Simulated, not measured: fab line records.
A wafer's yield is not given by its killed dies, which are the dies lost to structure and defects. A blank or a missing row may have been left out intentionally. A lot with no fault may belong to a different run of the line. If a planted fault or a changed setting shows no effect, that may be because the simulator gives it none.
fab line records / flow sky130
record: lots: 14 wafers: 42 last_day: 50
route steps=708 shown SONOS_ONO@184
lots that met no fault: from a run of the same line without faults
start_h: hours from the record's first day to the start of the lot's first wafer shown / wait_h: hours from the lot's prior step to this one / " repeats the value in the row above / L1.1+2: one row covering several wafers at once / - either no value or no given start / * or withheld: withheld / < > ~ a bound
route shown NAME@n: names a module that has steps shown in the file, with the first one's number in the route / usual: the fault-free wafers' mean and standard deviation / same: alike in all rows / chamber/n: place in a boat / sites: per-site readings / _std_site: the standard deviation of these / _edge_site: inner sites' mean taken away from outer sites' mean / radius_mm: for every site, how far away it sits from the centre of the wafer / mask NAME#n: copy n / behind: the most recent tool/chamber to have shaped the wafer / hold: the reason the lot was held/the length of the hold in hours/how it ended / device: the transistor (n, p or np) that didn't switch / end of line: the tests these same wafers got at the end of their route / for a step that has no rows: nothing shown but its recipe / killed: not the wafer's yield, but the dies lost to structure and defects at the first sort / map: a wafer's dies, x killed, . not, _ none there
set.NAME: the setting that was run; set.NAME@STEP: the one run at that earlier step / model.NAME: the simulator's own value behind a step, which no gauge read
steps of the route over a sample of lots; a table a step, a row a wafer
services: a tool's chamber out of use, with start hour (start_h, from the record's first day; less than 0 if before it), hours out, and reason
== steps ==
step: SKY_SONOS_ONO_WET_ETCH_16
recipe: chemistry: dHF target_depth_nm: 14 dry: n2_spin target: SiO2 dilution: 100:1 temp_c: 25 time_s: 280
usual: run_length_s: 309/3.9 temp_c: 24.98/0.11
lot.wafer=L655.1 tool=wet_bench-01 chamber=1 start_h=282.68 wait_h=0.0 run_length_s=304 temp_c=24.76
lot.wafer=L655.3 tool=wet_bench-01 chamber=1 start_h=282.68 wait_h=0.0 run_length_s=304 temp_c=25.01
lot.wafer=L655.6 tool=wet_bench-01 chamber=1 start_h=282.68 wait_h=0.0 run_length_s=304 temp_c=24.81
lot.wafer=L656.1 tool=wet_bench-01 chamber=1 start_h=287.37 wait_h=0.0 run_length_s=304 temp_c=24.92
lot.wafer=L656.4 tool=wet_bench-01 chamber=1 start_h=287.37 wait_h=0.0 run_length_s=304 temp_c=24.99
lot.wafer=L656.6 tool=wet_bench-01 chamber=1 start_h=287.37 wait_h=0.0 run_length_s=304 temp_c=24.99
lot.wafer=L658.1 tool=wet_bench-03 chamber=3 start_h=306.60 wait_h=0.0 run_length_s=304 temp_c=25.03
lot.wafer=L658.2 tool=wet_bench-03 chamber=3 start_h=306.60 wait_h=0.0 run_length_s=304 temp_c=24.80
lot.wafer=L658.5 tool=wet_bench-03 chamber=3 start_h=306.60 wait_h=0.0 run_length_s=304 temp_c=25.03
lot.wafer=L659.2 tool=wet_bench-02 chamber=1 start_h=306.78 wait_h=0.0 run_length_s=305 temp_c=25.13
lot.wafer=L659.5 tool=wet_bench-02 chamber=1 start_h=306.78 wait_h=0.0 run_length_s=305 temp_c=25.09
lot.wafer=L659.6 tool=wet_bench-02 chamber=1 start_h=306.78 wait_h=0.0 run_length_s=305 temp_c=25.01
lot.wafer=L661.1 tool=wet_bench-02 chamber=1 start_h=329.32 wait_h=0.0 run_length_s=240 temp_c=24.90
lot.wafer=L661.3 tool=wet_bench-02 chamber=1 start_h=329.32 wait_h=0.0 run_length_s=240 temp_c=24.86
lot.wafer=L661.4 tool=wet_bench-02 chamber=1 start_h=329.32 wait_h=0.0 run_length_s=240 temp_c=24.96
lot.wafer=L662.1 tool=wet_bench-02 chamber=1 start_h=342.53 wait_h=0.0 run_length_s=241 temp_c=25.13
lot.wafer=L662.3 tool=wet_bench-02 chamber=1 start_h=342.53 wait_h=0.0 run_length_s=241 temp_c=25.07
lot.wafer=L662.6 tool=wet_bench-02 chamber=1 start_h=342.53 wait_h=0.0 run_length_s=241 temp_c=24.93
lot.wafer=L669.3 tool=wet_bench-02 chamber=3 start_h=396.12 wait_h=0.0 run_length_s=307 temp_c=25.06
lot.wafer=L669.5 tool=wet_bench-02 chamber=3 start_h=396.12 wait_h=0.0 run_length_s=307 temp_c=25.04
lot.wafer=L669.6 tool=wet_bench-02 chamber=3 start_h=396.12 wait_h=0.0 run_length_s=307 temp_c=25.11
lot.wafer=L670.1 tool=wet_bench-02 chamber=1 start_h=407.73 wait_h=0.0 run_length_s=314 temp_c=24.91
lot.wafer=L670.2 tool=wet_bench-02 chamber=1 start_h=407.73 wait_h=0.0 run_length_s=314 temp_c=24.73
lot.wafer=L670.6 tool=wet_bench-02 chamber=1 start_h=407.73 wait_h=0.0 run_length_s=314 temp_c=24.84
lot.wafer=L671.2 tool=wet_bench-03 chamber=0 start_h=416.03 wait_h=0.0 run_length_s=305 temp_c=25.18
lot.wafer=L671.3 tool=wet_bench-03 chamber=0 start_h=416.03 wait_h=0.0 run_length_s=305 temp_c=24.98
lot.wafer=L671.6 tool=wet_bench-03 chamber=0 start_h=416.03 wait_h=0.0 run_length_s=305 temp_c=25.07
lot.wafer=L672.1 tool=wet_bench-01 chamber=2 start_h=428.73 wait_h=0.0 run_length_s=305 temp_c=24.82
lot.wafer=L672.2 tool=wet_bench-01 chamber=2 start_h=428.73 wait_h=0.0 run_length_s=305 temp_c=24.95
lot.wafer=L672.6 tool=wet_bench-01 chamber=2 start_h=428.73 wait_h=0.0 run_length_s=305 temp_c=24.78
lot.wafer=L675.3 tool=wet_bench-03 chamber=2 start_h=442.04 wait_h=0.0 run_length_s=315 temp_c=25.04
lot.wafer=L675.5 tool=wet_bench-03 chamber=2 start_h=442.04 wait_h=0.0 run_length_s=315 temp_c=25.04
lot.wafer=L675.6 tool=wet_bench-03 chamber=2 start_h=442.04 wait_h=0.0 run_length_s=315 temp_c=24.94
lot.wafer=L676.1 tool=wet_bench-02 chamber=0 start_h=453.54 wait_h=0.0 run_length_s=307 temp_c=25.05
lot.wafer=L676.4 tool=wet_bench-02 chamber=0 start_h=453.54 wait_h=0.0 run_length_s=307 temp_c=24.99
lot.wafer=L676.6 tool=wet_bench-02 chamber=0 start_h=453.54 wait_h=0.0 run_length_s=307 temp_c=25.01
lot.wafer=L677.1 tool=wet_bench-03 chamber=1 start_h=457.42 wait_h=0.0 run_length_s=304 temp_c=25.08
lot.wafer=L677.3 tool=wet_bench-03 chamber=1 start_h=457.42 wait_h=0.0 run_length_s=304 temp_c=25.05
lot.wafer=L677.6 tool=wet_bench-03 chamber=1 start_h=457.42 wait_h=0.0 run_length_s=304 temp_c=25.06
lot.wafer=L678.2 tool=wet_bench-03 chamber=1 start_h=471.83 wait_h=0.0 run_length_s=312 temp_c=25.07
lot.wafer=L678.3 tool=wet_bench-03 chamber=1 start_h=471.83 wait_h=0.0 run_length_s=312 temp_c=24.94
lot.wafer=L678.4 tool=wet_bench-03 chamber=1 start_h=471.83 wait_h=0.0 run_length_s=312 temp_c=25.10
== services ==
tool=wet_bench-02 chamber=- start_h=297.26 hours=1.0 kind=repair
tool=wet_bench-02 chamber=- start_h=314.36 hours=1.9 kind=pm
tool=wet_bench-01 chamber=- start_h=356.06 hours=2.9 kind=repair
tool=wet_bench-02 chamber=- start_h=448.12 hours=0.9 kind=repair
tool=wet_bench-02 chamber=- start_h=459.66 hours=0.7 kind=repair
== key ==
first_sign: step: SKY_SONOS_ONO_WET_ETCH_16 reading: run_length_s direction: down sigmas: 18 usual: * struck: *
effect none on later readings
met_at SKY_SONOS_ONO_WET_ETCH_16
struck_lots L661,L662
sort_left_out L661.1,L661.3,L661.4
tester_left_out L661,L662
onset_between 306.78 329.32
fault: kind: process_parameter_drift tool: wet_bench-02 chamber: - onset_h: 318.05 steps: SKY_SONOS_ONO_WET_ETCH_16 channel: time_s offset: * shape: step end_h: 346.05 acts_in: * stated: *
tester_left_out: of these lots the tester's yield and bins aren't shown, on N5 and GAA mostly nor the transistor test; their killed dies are dies lost to structure and defects alone, not to doping, threshold or leakage, so they don't give the yield
sort_left_out: the simulated sort isn't trusted on such a fault, so these wafers' sort isn't shown, and their yield isn't known
